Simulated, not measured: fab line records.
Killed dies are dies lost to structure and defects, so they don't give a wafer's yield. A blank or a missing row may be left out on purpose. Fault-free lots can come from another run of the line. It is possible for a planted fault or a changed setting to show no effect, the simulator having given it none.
What tool caused it? / flow sfq-line / Sampling: 15 lots, 45 wafers, 4 of 325 route steps

WHAT THE GAUGES READ, wafer by wafer
Not one reading of a measure or inspect step in the record can be checked against a usual standard deviation.

WHICH TOOL RAN EACH LOT (tool, then ch and the chambers of the sampled wafers, then the start)
lot=L894; SFQ_TRILAYER_I1_DEP_PECVD_045=pecvd-03 ch 0,1, day 26 05:11; SFQ_TRILAYER_I1_METRO_MEASURE_047=film-metro-02, day 26 14:10; SFQ_TRILAYER_I1_VIA_ETCH_VIA_ETCH_052=rie-diel-04 ch 0,1,2, day 26 17:29; SFQ_TRILAYER_M2_LITHO_EXPOSE_058=krf-scanner-02 ch 0, day 32 13:58
lot=L896; SFQ_TRILAYER_I1_DEP_PECVD_045=pecvd-04 ch 0,1,2, day 26 20:47; SFQ_TRILAYER_I1_METRO_MEASURE_047=film-metro-03, day 27 08:50; SFQ_TRILAYER_I1_VIA_ETCH_VIA_ETCH_052=rie-diel-02 ch 2,3, day 27 12:26; SFQ_TRILAYER_M2_LITHO_EXPOSE_058=krf-scanner-02 ch 0, day 33 02:58
lot=L898; SFQ_TRILAYER_I1_DEP_PECVD_045=pecvd-01 ch 0,2, day 27 01:42; SFQ_TRILAYER_I1_METRO_MEASURE_047=film-metro-03, day 27 11:50; SFQ_TRILAYER_I1_VIA_ETCH_VIA_ETCH_052=rie-diel-03 ch 0,1,2, day 27 17:14; SFQ_TRILAYER_M2_LITHO_EXPOSE_058=krf-scanner-02 ch 0, day 33 07:46
lot=L899; SFQ_TRILAYER_I1_DEP_PECVD_045=pecvd-04 ch 0,2, day 27 05:18; SFQ_TRILAYER_I1_METRO_MEASURE_047=film-metro-04, day 27 18:04; SFQ_TRILAYER_I1_VIA_ETCH_VIA_ETCH_052=rie-diel-04 ch 0,2,3, day 27 21:52; SFQ_TRILAYER_M2_LITHO_EXPOSE_058=krf-scanner-01 ch 0, day 33 15:17
lot=L901; SFQ_TRILAYER_I1_DEP_PECVD_045=pecvd-01 ch 0,1, day 27 13:42; SFQ_TRILAYER_I1_METRO_MEASURE_047=film-metro-04, day 28 00:14; SFQ_TRILAYER_I1_VIA_ETCH_VIA_ETCH_052=rie-diel-02 ch 1,3, day 28 06:44; SFQ_TRILAYER_M2_LITHO_EXPOSE_058=krf-scanner-01 ch 0, day 34 02:05
lot=L902; SFQ_TRILAYER_I1_DEP_PECVD_045=pecvd-04 ch 0,1,2, day 27 17:18; SFQ_TRILAYER_I1_METRO_MEASURE_047=film-metro-02, day 28 02:50; SFQ_TRILAYER_I1_VIA_ETCH_VIA_ETCH_052=rie-diel-03 ch 1,2,3, day 28 09:08; SFQ_TRILAYER_M2_LITHO_EXPOSE_058=krf-scanner-02 ch 0, day 34 06:36
lot=L903; SFQ_TRILAYER_I1_DEP_PECVD_045=pecvd-03 ch 0,1,2, day 27 20:54; SFQ_TRILAYER_I1_METRO_MEASURE_047=film-metro-04, day 28 06:02; SFQ_TRILAYER_I1_VIA_ETCH_VIA_ETCH_052=rie-diel-04 ch 0,1, day 28 11:32; SFQ_TRILAYER_M2_LITHO_EXPOSE_058=krf-scanner-02 ch 0, day 34 11:36
lot=L904; SFQ_TRILAYER_I1_DEP_PECVD_045=pecvd-01 ch 0,1, day 28 06:30; SFQ_TRILAYER_I1_METRO_MEASURE_047=film-metro-02, day 28 11:50; SFQ_TRILAYER_I1_VIA_ETCH_VIA_ETCH_052=rie-diel-02 ch 0,2,3, day 29 17:01; SFQ_TRILAYER_M2_LITHO_EXPOSE_058=krf-scanner-02 ch 0, day 36 01:48
lot=L905; SFQ_TRILAYER_I1_DEP_PECVD_045=pecvd-04 ch 0,2, day 29 11:26; SFQ_TRILAYER_I1_METRO_MEASURE_047=film-metro-02, day 29 14:50; SFQ_TRILAYER_I1_VIA_ETCH_VIA_ETCH_052=rie-diel-04 ch 1,2, day 29 18:13; SFQ_TRILAYER_M2_LITHO_EXPOSE_058=krf-scanner-02 ch 0, day 36 04:24
lot=L906; SFQ_TRILAYER_I1_DEP_PECVD_045=pecvd-04 ch 0,1, day 29 18:53; SFQ_TRILAYER_I1_METRO_MEASURE_047=film-metro-04, day 29 22:43; SFQ_TRILAYER_I1_VIA_ETCH_VIA_ETCH_052=rie-diel-03 ch 2,3, day 30 01:50; SFQ_TRILAYER_M2_LITHO_EXPOSE_058=krf-scanner-02 ch 0, day 36 10:36
lot=L907; SFQ_TRILAYER_I1_DEP_PECVD_045=pecvd-01 ch 1,2, day 30 08:05; SFQ_TRILAYER_I1_METRO_MEASURE_047=film-metro-03, day 30 11:17; SFQ_TRILAYER_I1_VIA_ETCH_VIA_ETCH_052=rie-diel-03 ch 0,2,3, day 30 19:23; SFQ_TRILAYER_M2_LITHO_EXPOSE_058=krf-scanner-01 ch 0, day 37 04:20
lot=L914; SFQ_TRILAYER_I1_DEP_PECVD_045=pecvd-01 ch 0,1,2, day 32 17:28; SFQ_TRILAYER_I1_METRO_MEASURE_047=film-metro-04, day 33 03:50; SFQ_TRILAYER_I1_VIA_ETCH_VIA_ETCH_052=rie-diel-04 ch 0,1,2, day 33 07:10; SFQ_TRILAYER_M2_LITHO_EXPOSE_058=krf-scanner-02, day 39 06:16
lot=L915; SFQ_TRILAYER_I1_DEP_PECVD_045=pecvd-04 ch 1,2, day 32 23:28; SFQ_TRILAYER_I1_METRO_MEASURE_047=film-metro-02, day 33 07:08; SFQ_TRILAYER_I1_VIA_ETCH_VIA_ETCH_052=rie-diel-02 ch 0,1,2, day 33 10:27; SFQ_TRILAYER_M2_LITHO_EXPOSE_058=krf-scanner-02, day 39 07:28
lot=L916; SFQ_TRILAYER_I1_DEP_PECVD_045=pecvd-04 ch 0,1, day 33 20:58; SFQ_TRILAYER_I1_METRO_MEASURE_047=film-metro-04, day 34 06:38; SFQ_TRILAYER_I1_VIA_ETCH_VIA_ETCH_052=rie-diel-04 ch 0,2,3, day 34 15:41; SFQ_TRILAYER_M2_LITHO_EXPOSE_058=krf-scanner-02, day 40 04:52
lot=L917; SFQ_TRILAYER_I1_DEP_PECVD_045=pecvd-01 ch 1,2, day 34 12:17; SFQ_TRILAYER_I1_METRO_MEASURE_047=film-metro-03, day 34 21:55; SFQ_TRILAYER_I1_VIA_ETCH_VIA_ETCH_052=rie-diel-04 ch 0,1, day 35 02:02; SFQ_TRILAYER_M2_LITHO_EXPOSE_058=krf-scanner-01 ch 0, day 40 16:35
- SFQ_TRILAYER_I1_DEP_PECVD_045: deposits SiO2 from SiH4/N2O, time 111.11 s, target thk 500 nm.
- SFQ_TRILAYER_I1_METRO_MEASURE_047
- SFQ_TRILAYER_I1_VIA_ETCH_VIA_ETCH_052: etches SiO2 in CHF3, stops on Nb, target depth 260 nm.
- SFQ_TRILAYER_M2_LITHO_EXPOSE_058: exposes mask M2, target cd 500 nm.

WHAT THE TOOLS THEMSELVES READ (means of the sampled wafers that have a number; where no wafer has one, the mark that the record gives instead)
SFQ_TRILAYER_I1_DEP_PECVD_045.
lot=L894; tool=pecvd-03; chamber-pressure-Torr (Torr)=2.399; heater-power-outer-w (W)=32; heater-power-w (W)=88; throttle-valve-pct (%)=24.5
lot=L896; tool=pecvd-04; chamber-pressure-Torr (Torr)=2.402; heater-power-outer-w (W)=26; heater-power-w (W)=76; throttle-valve-pct (%)=23.0
lot=L898; tool=pecvd-01; chamber-pressure-Torr (Torr)=2.402; heater-power-outer-w (W)=30; heater-power-w (W)=85; throttle-valve-pct (%)=26.2
lot=L899; tool=pecvd-04; chamber-pressure-Torr (Torr)=2.400; heater-power-outer-w (W)=21; heater-power-w (W)=68; throttle-valve-pct (%)=23.3
lot=L901; tool=pecvd-01; chamber-pressure-Torr (Torr)=2.400; heater-power-outer-w (W)=35; heater-power-w (W)=93; throttle-valve-pct (%)=26.0
lot=L902; tool=pecvd-04; chamber-pressure-Torr (Torr)=2.398; heater-power-outer-w (W)=28; heater-power-w (W)=79; throttle-valve-pct (%)=23.2
lot=L903; tool=pecvd-03; chamber-pressure-Torr (Torr)=2.399; heater-power-outer-w (W)=32; heater-power-w (W)=86; throttle-valve-pct (%)=24.4
lot=L904; tool=pecvd-01; chamber-pressure-Torr (Torr)=2.399; heater-power-outer-w (W)=39; heater-power-w (W)=97; throttle-valve-pct (%)=26.1
lot=L905; tool=pecvd-04; chamber-pressure-Torr (Torr)=2.399; heater-power-outer-w (W)=24; heater-power-w (W)=73; throttle-valve-pct (%)=23.6
lot=L906; tool=pecvd-04; chamber-pressure-Torr (Torr)=2.401; heater-power-outer-w (W)=29; heater-power-w (W)=72; throttle-valve-pct (%)=23.5
lot=L907; tool=pecvd-01; chamber-pressure-Torr (Torr)=2.396; heater-power-outer-w (W)=33; heater-power-w (W)=89; throttle-valve-pct (%)=25.8
lot=L914; tool=pecvd-01; chamber-pressure-Torr (Torr)=-; heater-power-outer-w (W)=-; heater-power-w (W)=-; throttle-valve-pct (%)=-
lot=L915; tool=pecvd-04; chamber-pressure-Torr (Torr)=-; heater-power-outer-w (W)=-; heater-power-w (W)=-; throttle-valve-pct (%)=-
lot=L916; tool=pecvd-04; chamber-pressure-Torr (Torr)=-; heater-power-outer-w (W)=-; heater-power-w (W)=-; throttle-valve-pct (%)=-
lot=L917; tool=pecvd-01; chamber-pressure-Torr (Torr)=2.391; heater-power-outer-w (W)=31; heater-power-w (W)=85; throttle-valve-pct (%)=25.7

SFQ_TRILAYER_I1_VIA_ETCH_VIA_ETCH_052.
lot=L894; tool=rie-diel-04; drypump-motor-current-A (A)=5.6; oes-product-au (a.u.)=0.857
lot=L896; tool=rie-diel-02; drypump-motor-current-A (A)=5.2; oes-product-au (a.u.)=0.855
lot=L898; tool=rie-diel-03; drypump-motor-current-A (A)=5.5; oes-product-au (a.u.)=0.851
lot=L899; tool=rie-diel-04; drypump-motor-current-A (A)=6.1; oes-product-au (a.u.)=0.853
lot=L901; tool=rie-diel-02; drypump-motor-current-A (A)=6.2; oes-product-au (a.u.)=0.857
lot=L902; tool=rie-diel-03; drypump-motor-current-A (A)=5.5; oes-product-au (a.u.)=0.861
lot=L903; tool=rie-diel-04; drypump-motor-current-A (A)=5.4; oes-product-au (a.u.)=0.855
lot=L904; tool=rie-diel-02; drypump-motor-current-A (A)=5.6; oes-product-au (a.u.)=0.856
lot=L905; tool=rie-diel-04; drypump-motor-current-A (A)=5.9; oes-product-au (a.u.)=0.856
lot=L906; tool=rie-diel-03; drypump-motor-current-A (A)=5.7; oes-product-au (a.u.)=0.856
lot=L907; tool=rie-diel-03; drypump-motor-current-A (A)=5.8; oes-product-au (a.u.)=0.856
lot=L914; tool=rie-diel-04; drypump-motor-current-A (A)=5.6; oes-product-au (a.u.)=0.379
lot=L915; tool=rie-diel-02; drypump-motor-current-A (A)=5.6; oes-product-au (a.u.)=0.374
lot=L916; tool=rie-diel-04; drypump-motor-current-A (A)=6.1; oes-product-au (a.u.)=0.377
lot=L917; tool=rie-diel-04; drypump-motor-current-A (A)=5.0; oes-product-au (a.u.)=0.856

SFQ_TRILAYER_M2_LITHO_EXPOSE_058.
lot=L894; tool=krf-scanner-02; exposure-dose-mJ-cm2=14.390; focus-offset-nm (nm)=-0.6; stage-vel-mm-s (mm/s)=499.59
lot=L896; tool=krf-scanner-02; exposure-dose-mJ-cm2=14.410; focus-offset-nm (nm)=-0.3; stage-vel-mm-s (mm/s)=500.17
lot=L898; tool=krf-scanner-02; exposure-dose-mJ-cm2=14.394; focus-offset-nm (nm)=0.3; stage-vel-mm-s (mm/s)=500.16
lot=L899; tool=krf-scanner-01; exposure-dose-mJ-cm2=14.392; focus-offset-nm (nm)=0.3; stage-vel-mm-s (mm/s)=500.33
lot=L901; tool=krf-scanner-01; exposure-dose-mJ-cm2=14.400; focus-offset-nm (nm)=0.1; stage-vel-mm-s (mm/s)=500.17
lot=L902; tool=krf-scanner-02; exposure-dose-mJ-cm2=14.397; focus-offset-nm (nm)=0.2; stage-vel-mm-s (mm/s)=499.66
lot=L903; tool=krf-scanner-02; exposure-dose-mJ-cm2=14.396; focus-offset-nm (nm)=-0.8; stage-vel-mm-s (mm/s)=499.75
lot=L904; tool=krf-scanner-02; exposure-dose-mJ-cm2=14.402; focus-offset-nm (nm)=-0.3; stage-vel-mm-s (mm/s)=500.13
lot=L905; tool=krf-scanner-02; exposure-dose-mJ-cm2=14.389; focus-offset-nm (nm)=0.6; stage-vel-mm-s (mm/s)=499.98
lot=L906; tool=krf-scanner-02; exposure-dose-mJ-cm2=14.391; focus-offset-nm (nm)=0.0; stage-vel-mm-s (mm/s)=500.08
lot=L907; tool=krf-scanner-01; exposure-dose-mJ-cm2=14.424; focus-offset-nm (nm)=-0.4; stage-vel-mm-s (mm/s)=499.87
lot=L914; tool=krf-scanner-02; exposure-dose-mJ-cm2=-; focus-offset-nm (nm)=-; stage-vel-mm-s (mm/s)=-
lot=L915; tool=krf-scanner-02; exposure-dose-mJ-cm2=-; focus-offset-nm (nm)=-; stage-vel-mm-s (mm/s)=-
lot=L916; tool=krf-scanner-02; exposure-dose-mJ-cm2=-; focus-offset-nm (nm)=-; stage-vel-mm-s (mm/s)=-
lot=L917; tool=krf-scanner-01; exposure-dose-mJ-cm2=14.398; focus-offset-nm (nm)=0.0; stage-vel-mm-s (mm/s)=499.85

THE ANSWER, worked out from the rows above alone
Rule: what is usual is taken from the lots themselves. Put in order of their means at a reading, lots are off if they are a third of the lots or fewer, leave a main group of 4 or more, and stand apart from it by a gap of 3 or more times the standard deviation of the main group's means; of several such gaps the widest counts. A main group whose means are all the same, to the digits that the tables above print for the reading, isn't used. A lot without any number at a reading at which 4 lots or more have one is off too. All remaining lots with rows at the step are treated as sound. After the gauges, taken in route order, come the tools' own readings; for these a lot's mean is taken, as printed above. At the first step where some lot is off, the reading lying furthest off is the one used; lots without a number count as furthest.
Off: L914, L915, L916, at SFQ_TRILAYER_I1_DEP_PECVD_045 (chamber-pressure-Torr). Without a number there: L914, L915, L916. For the main group the mean is 2.399 Torr and the standard deviation 0.0029.
If a tool, at that step or one of the process steps before it, ran each lot that is off and ran no sound lot following the first of them, it fits. None of those tried fits.

WHAT HAD BEEN PUT IN BY THE SIMULATOR
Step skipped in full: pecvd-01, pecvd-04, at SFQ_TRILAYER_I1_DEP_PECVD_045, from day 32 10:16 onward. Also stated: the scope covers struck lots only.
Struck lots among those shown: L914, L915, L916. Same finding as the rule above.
